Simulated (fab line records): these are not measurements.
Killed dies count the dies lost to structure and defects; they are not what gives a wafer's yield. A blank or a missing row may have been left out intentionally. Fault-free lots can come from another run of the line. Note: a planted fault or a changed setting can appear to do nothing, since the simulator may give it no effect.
The same fault as seen by 2 desks | flow gf180mcu | numbers are kept per desk, each desk with only its own; the story behind them comes last

== AT THE TOOL OWNER'S DESK: lpcvd-01 ==
The tool's own readings at GF_HV_LDD_CVD_56 (deposits Si3N4 from DCS/NH3, target thk 90 nm, time 1543 s): means of the sampled wafers that have a number, for each lot that ran on this tool. Any lot whose mean is over 4 standard deviations away from the usual mean is out of limits and marked OUT; that distance is given in the brackets.
Columns: A = pressure-mtorr at GF_HV_LDD_CVD_56, usual 250.0 mTorr; B = spike-tc-bottom-C at GF_HV_LDD_CVD_56, usual 788.5 C; C = spike-tc-centre-C at GF_HV_LDD_CVD_56, usual 769.1 C; D = spike-tc-lower-C at GF_HV_LDD_CVD_56, usual 771.5 C; E = spike-tc-upper-C at GF_HV_LDD_CVD_56, usual 769.2 C; F = susceptor-temp-C at GF_HV_LDD_CVD_56, usual 770.0 C
lot  | first seen here | A     | B                | C               | D               | E               | F
L412 | day 12 22:03    | 250.3 | 787.9            | 769.4           | 771.6           | 767.2           | 770.1
L414 | day 13 16:39    | 250.4 | 788.5            | 770.7           | 770.7           | 767.9           | 770.0
L420 | day 15 15:58    | 249.9 | 786.5            | 767.8           | 773.6           | 769.2           | 770.0
L421 | day 15 21:09    | 249.4 | 788.2            | 770.1           | 771.6           | 767.8           | 770.4
L427 | day 17 20:43    | 249.9 | 786.3            | 769.4           | 772.7           | 770.2           | 769.8
L429 | day 18 12:11    | 250.1 | 801.1 (+7.0) OUT | 784.2 (+12) OUT | 787.7 (+12) OUT | 785.5 (+11) OUT | 770.0
L430 | day 19 03:55    | 250.3 | 801.0 (+6.9) OUT | 783.7 (+11) OUT | 788.2 (+12) OUT | 785.0 (+11) OUT | 769.6
This desk finds L429, L430 out of limits, L429 being first, at day 18 12:11 (spike-tc-bottom-C at GF_HV_LDD_CVD_56). L412, L414, L420, L421, L427: within limits.

== METROLOGY DESK ==
What the gauges read for every lot (on any tool): the sampled wafers with a number, averaged. Any lot whose mean is over 4 standard deviations away from the usual mean is out of limits and marked OUT; that distance is given in the brackets.
Columns: A = HV_LDD_CVD_56_THK at GF_HV_LDD_THK_MEAS_57, usual 89.8 nm
lot  | first seen here | A
L412 | day 12 23:29    | 90.7
L414 | day 13 18:06    | 90.4
L415 | day 13 23:23    | 88.2
L417 | day 14 14:35    | 89.8
L419 | day 15 03:50    | 89.9
L420 | day 15 17:25    | 89.8
L421 | day 15 22:34    | 89.8
L424 | day 16 21:13    | 89.6
L427 | day 17 22:11    | 90.5
L429 | day 18 13:37    | 119.3 (+36) OUT
L430 | day 19 05:22    | 118.9 (+35) OUT
This desk reports L429, L430 out of limits; the earliest was L429 at day 18 13:37 (HV_LDD_CVD_56_THK at GF_HV_LDD_THK_MEAS_57). L412, L414, L415, L417, L419, L420, L421, L424, L427: within limits.

== ALL TOGETHER ==
On L429, L430, at day 18 12:11, an alarm was possible from the tool owner's desk.
Metrology desk: alarm possible at day 18 13:37 on L429, L430.
All the named lots went through GF_HV_LDD_CVD_56 on lpcvd-01.

== WHAT THE SIMULATOR PUT IN ==
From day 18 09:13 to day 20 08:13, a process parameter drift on lpcvd-01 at GF_HV_LDD_CVD_56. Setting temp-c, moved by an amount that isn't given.
Struck lots among those shown: L429, L430.
Time in hours from fault onset to the first out-of-limits reading at each desk: tool owner's desk 3, metrology desk 4.
